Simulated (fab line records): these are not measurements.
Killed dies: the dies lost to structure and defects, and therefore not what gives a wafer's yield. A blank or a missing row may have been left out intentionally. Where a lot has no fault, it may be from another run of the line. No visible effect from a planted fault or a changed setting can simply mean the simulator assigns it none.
fab line records	flow gf180mcu
record: lots: 6	wafers: 18	last-day: 34
route steps=602 shown M2@363
lots that met no fault: taken from a fault-free run of the same line
start-h: the number of hours between the record's first day and the start of the first shown wafer of the lot	wait-h: hours since the lot's step before	" repeats the value in the row above	L1.1+2: a row that stands for several wafers	- value missing, or start not given	* or withheld: withheld	< > ~ a bound
route shown NAME@n: NAME is a module with steps in the file, n the number in the route of the first one	usual: mean/standard deviation of fault-free wafers	same: alike in all rows	chamber/n: place in a boat	sites: readings site by site	_std_site: their standard deviation	_edge_site: inner sites' mean taken away from outer sites' mean	radius-mm: for every site, how far away it sits from the centre of the wafer	mask NAME#n: copy n	behind: the last tool/chamber to shape the wafer	hold: why the lot went on hold/how many hours it stayed there/how the hold came to an end	device: transistor that didn't switch, given as n, p or np	end of line: tests of these same wafers at the route's end	step lacking rows: just its recipe	killed: not the wafer's yield, but the dies lost to structure and defects at the first sort	map: per-die view of a wafer (x killed, . not killed, _ where there is no die)
set.NAME: the run value of the setting; set.NAME@STEP: its run value at that earlier step	model.NAME: the simulator's own value behind a step, which no gauge read
lots at some steps of the route; a table a step, a row a wafer
services: the hour from which a tool's chamber was out of use, counted from the record's first day as start-h (under 0 if before that day), plus the number of hours and why
== steps ==
step: GF_M2_SPUTTER_01
recipe: material: TiN	target-thk-nm: 30	power-w: 6500	time-s: 25	chamber-pressure-pa: 0.4
usual: throttle-valve-pct: 29.6/1.1
lot.wafer	tool	chamber	start-h	wait-h	throttle-valve-pct
L647.2	pvd-sputter-04	-	460.58	0.1	31.1
L647.4	"	-	"	"	30.4
L647.5	"	-	"	"	29.3
L652.4	pvd-sputter-03	-	508.53	0.1	29.1
L652.5	"	-	"	"	30.7
L652.6	"	-	"	"	30.9
L653.3	pvd-sputter-02	-	513.87	0.1	29.5
L653.5	"	-	"	"	28.8
L653.6	"	-	"	"	29.8
L654.3	pvd-sputter-03	-	519.53	0.1	29.1
L654.5	"	-	"	"	31.0
L654.6	"	-	"	"	29.3
L655.1	pvd-sputter-02	-	534.18	0.1	29.8
L655.2	"	-	"	"	29.4
L655.4	"	-	"	"	28.5
L664.2	pvd-sputter-03	-	594.22	0.1	31.1
L664.3	"	-	"	"	30.8
L664.6	"	-	"	"	27.3
step: GF_M2_SPUTTER_02
recipe: material: AlCu	target-thk-nm: 450	power-w: 10600	time-s: 23.9	chamber-pressure-pa: 0.4
usual: throttle-valve-pct: 29.6/1.1
lot.wafer	tool	chamber	start-h	wait-h	throttle-valve-pct
L647.2	pvd-sputter-04	-	460.61	0.0	31.2
L647.4	"	-	"	"	30.5
L647.5	"	-	"	"	29.3
L652.4	pvd-sputter-03	-	508.56	0.0	29.4
L652.5	"	-	"	"	30.6
L652.6	"	-	"	"	30.9
L653.3	pvd-sputter-02	-	513.90	0.0	29.3
L653.5	"	-	"	"	28.7
L653.6	"	-	"	"	29.5
L654.3	pvd-sputter-03	-	519.56	0.0	29.0
L654.5	"	-	"	"	31.0
L654.6	"	-	"	"	29.4
L655.1	pvd-sputter-02	-	534.21	0.0	29.6
L655.2	"	-	"	"	29.1
L655.4	"	-	"	"	28.6
L664.2	pvd-sputter-03	-	594.25	0.0	30.9
L664.3	"	-	"	"	30.7
L664.6	"	-	"	"	27.2
step: GF_M2_SPUTTER_03
recipe: material: Ti	target-thk-nm: 10	substrate-temp-c: 300	chamber-pressure-pa: 0.3	power-w: 3000	time-s: 6.7
usual: throttle-valve-pct: 29.6/1.1
lot.wafer	tool	chamber	start-h	wait-h	throttle-valve-pct
L647.2	pvd-sputter-04	-	460.64	0.0	31.0
L647.4	"	-	"	"	30.3
L647.5	"	-	"	"	29.5
L652.4	pvd-sputter-03	-	508.59	0.0	29.3
L652.5	"	-	"	"	30.9
L652.6	"	-	"	"	30.7
L653.3	pvd-sputter-02	-	513.93	0.0	29.4
L653.5	"	-	"	"	28.5
L653.6	"	-	"	"	29.7
L654.3	pvd-sputter-03	-	519.59	0.0	29.3
L654.5	"	-	"	"	30.8
L654.6	"	-	"	"	29.1
L655.1	pvd-sputter-02	-	534.24	0.0	29.4
L655.2	"	-	"	"	29.5
L655.4	"	-	"	"	28.7
L664.2	pvd-sputter-03	-	594.28	0.0	30.9
L664.3	"	-	"	"	30.5
L664.6	"	-	"	"	27.4
step: GF_M2_SPUTTER_04
recipe: material: TiN	target-thk-nm: 50	power-w: 6500	time-s: 41.7	chamber-pressure-pa: 0.4
usual: throttle-valve-pct: 29.6/1.1
lot.wafer	tool	chamber	start-h	wait-h	throttle-valve-pct
L647.2	pvd-sputter-04	-	460.66	0.0	30.8
L647.4	"	-	"	"	30.5
L647.5	"	-	"	"	29.5
L652.4	pvd-sputter-03	-	508.62	0.0	29.2
L652.5	"	-	"	"	30.5
L652.6	"	-	"	"	30.9
L653.3	pvd-sputter-02	-	513.95	0.0	29.8
L653.5	"	-	"	"	28.5
L653.6	"	-	"	"	29.7
L654.3	pvd-sputter-03	-	519.61	0.0	29.1
L654.5	"	-	"	"	30.8
L654.6	"	-	"	"	28.7
L655.1	pvd-sputter-02	-	534.26	0.0	29.4
L655.2	"	-	"	"	29.4
L655.4	"	-	"	"	28.8
L664.2	pvd-sputter-03	-	594.30	0.0	30.6
L664.3	"	-	"	"	30.5
L664.6	"	-	"	"	27.6
step: GF_M2_RS_MEAS_05
recipe: thk-meas-gauge: four-point-probe	reads: TiN_of_M2_SPUTTER_04+Ti_of_M2_SPUTTER_03+AlCu_of_M2_SPUTTER_02+TiN_of_M2_SPUTTER_01+Ti_of_M2_SPUTTER_00
usual: M2_ALCU_RS: 0.0694/0.00073
lot.wafer	tool	chamber	start-h	wait-h	M2_ALCU_RS[ohm/sq]
L647.2	film-metro-03	-	460.74	0.1	0.0695
L647.4	"	-	"	"	0.0694
L647.5	"	-	"	"	0.0684
L652.4	film-metro-01	-	508.71	0.1	0.0688
L652.5	"	-	"	"	0.0695
L652.6	"	-	"	"	0.0686
L653.3	film-metro-03	-	514.03	0.1	0.0681
L653.5	"	-	"	"	0.0700
L653.6	"	-	"	"	0.0685
L654.3	film-metro-01	-	519.69	0.1	0.0701
L654.5	"	-	"	"	0.0699
L654.6	"	-	"	"	0.0698
L655.1	film-metro-01	-	534.30	0.0	0.0691
L655.2	"	-	"	"	0.0691
L655.4	"	-	"	"	0.0692
L664.2	film-metro-02	-	594.36	0.0	0.0700
L664.3	"	-	"	"	0.0702
L664.6	"	-	"	"	0.0705
step: GF_M2_THK_MEAS_06
recipe: thk-meas-gauge: xrf	reads: AlCu_of_M2_SPUTTER_02
usual: M2_ALCU_THK: 446/5
lot.wafer	tool	chamber	start-h	wait-h	M2_ALCU_THK[nm]
L647.2	film-metro-03	-	460.85	0.1	446
L647.4	"	-	"	"	445
L647.5	"	-	"	"	454
L652.4	film-metro-01	-	508.80	0.1	449
L652.5	"	-	"	"	442
L652.6	"	-	"	"	449
L653.3	film-metro-03	-	514.13	0.1	458
L653.5	"	-	"	"	445
L653.6	"	-	"	"	457
L654.3	film-metro-01	-	519.79	0.1	442
L654.5	"	-	"	"	441
L654.6	"	-	"	"	442
L655.1	film-metro-01	-	534.42	0.1	446
L655.2	"	-	"	"	448
L655.4	"	-	"	"	443
L664.2	film-metro-02	-	594.47	0.1	441
L664.3	"	-	"	"	441
L664.6	"	-	"	"	438
step: GF_M2_DEHYDRATE_07
recipe: temp-c: 200	time-s: 60
step: GF_M2_HMDS_08
recipe: prime-time-s: 60	prime-temp-c: 120
step: GF_M2_COAT_09
recipe: resist: KrF	spin-rpm: withheld	resist-thk-nm: 1000
step: GF_M2_SOFTBAKE_10
recipe: temp-c: 130	time-s: 60	resist: KrF
step: GF_M2_EXPOSE_11
recipe: mask-id: Metal2	target-cd-nm: 280	na: 0.68	source-shape: conventional	sigma-outer: 0.6	dose-mj: 28
step: GF_M2_PEB_12
recipe: peb-temp-c: 135	peb-time-s: 90	resist: KrF
step: GF_M2_DEVELOP_13
recipe: develop-time-s: 60	dev-temp-c: 21
usual: chill-plate-temp-C: 23.02/0.099	develop-time-s: 60/0	exhaust-pa: 45.2/0.96
lot.wafer	tool	chamber	start-h	wait-h	chill-plate-temp-C	develop-time-s	exhaust-pa	model.KrF_of_M2_COAT_09.thk-nm
L647.2	litho-track-04	0	484.84	0.2	22.86	60	46.6	979.8
L647.4	"	0	"	"	22.92	60	45.8	977
L647.5	"	0	"	"	23.09	60	47.3	978.9
L652.4	litho-track-02	-	531.92	0.1	-	-	-	996.1
L652.5	"	-	"	"	-	-	-	997.8
L652.6	"	-	"	"	-	-	-	995.4
L653.3	litho-track-02	-	536.50	0.1	-	-	-	998.9
L653.5	"	-	"	"	-	-	-	998.6
L653.6	"	-	"	"	-	-	-	999.8
L654.3	litho-track-03	0	542.50	0.1	23.05	60	45.4	985
L654.5	"	0	"	"	23.09	60	44.9	986.7
L654.6	"	0	"	"	23.17	60	46.1	981.7
L655.1	litho-track-02	0	556.60	0.2	22.95	60	46.0	979.6
L655.2	"	0	"	"	23.01	60	45.9	982.3
L655.4	"	0	"	"	22.92	60	45.4	981.2
L664.2	litho-track-03	0	615.38	0.2	22.95	60	46.1	987.7
L664.3	"	0	"	"	23.00	60	44.9	986
L664.6	"	0	"	"	23.09	60	45.5	987.4
step: GF_M2_CD_MEAS_14
recipe: target-cd-nm: 280
usual: cd-nm: 279.7/1.1
lot.wafer	tool	chamber	start-h	wait-h	cd-nm
L647.2	cd-sem-02	-	484.99	0.1	280.2
L647.4	"	-	"	"	277.9
L647.5	"	-	"	"	280.0
L652.4	cd-sem-02	-	532.06	0.1	-
L652.5	"	-	"	"	-
L652.6	"	-	"	"	-
L653.3	cd-sem-01	-	536.64	0.1	-
L653.5	"	-	"	"	-
L653.6	"	-	"	"	-
L654.3	cd-sem-01	-	542.64	0.1	278.8
L654.5	"	-	"	"	279.8
L654.6	"	-	"	"	279.1
L655.1	cd-sem-01	-	556.75	0.1	279.5
L655.2	"	-	"	"	279.7
L655.4	"	-	"	"	281.2
L664.2	cd-sem-02	-	615.52	0.1	278.7
L664.3	"	-	"	"	278.7
L664.6	"	-	"	"	277.9
== services ==
tool	chamber	start-h	hours	kind
litho-track-04	-	436.85	-	consumable-replace:filter
pvd-sputter-03	-	444.27	2.1	repair
pvd-sputter-04	0	460.70	-	consumable-replace:kit
pvd-sputter-04	0	460.70	18.0	scheduled-down
pvd-sputter-04	0	460.70	18.0	vent-cycle
litho-track-02	-	461.09	-	consumable-replace:filter
pvd-sputter-02	1	469.93	-	consumable-replace:kit
pvd-sputter-02	1	469.93	18.0	scheduled-down
pvd-sputter-02	1	469.93	18.0	vent-cycle
pvd-sputter-04	-	507.69	3.8	repair
pvd-sputter-03	-	534.35	1.0	repair
pvd-sputter-03	2	557.15	-	consumable-replace:kit
pvd-sputter-03	2	557.15	18.0	scheduled-down
pvd-sputter-03	2	557.15	18.0	vent-cycle
== key ==
first-sign: step: GF_M2_DEVELOP_13	reading: tool-record	direction: missing
effect none on later readings
model-effect: step: GF_M2_DEVELOP_13	value: KrF_of_M2_COAT_09.thk-nm	without: 982.8	struck: 997.8
met-at GF_M2_DEVELOP_13
struck-wafers L652.4,L652.5,L652.6,L653.3,L653.5,L653.6
later-rows-left-out L652.4,L652.5,L652.6,L653.3,L653.5,L653.6
sort-left-out L652.4,L652.5,L652.6,L653.3,L653.5,L653.6
fault: kind: skipped-step-whole	tool: litho-track-02	chamber: -	onset-h: 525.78	steps: GF_M2_DEVELOP_13	scope: struck-lots-only
sort-left-out: the simulated sort isn't trusted on such a fault, so these wafers' sort isn't shown, and their yield isn't known
later-rows-left-out: the simulator's readings of these wafers behind a module that went badly wrong aren't trusted and aren't shown, but for the sort
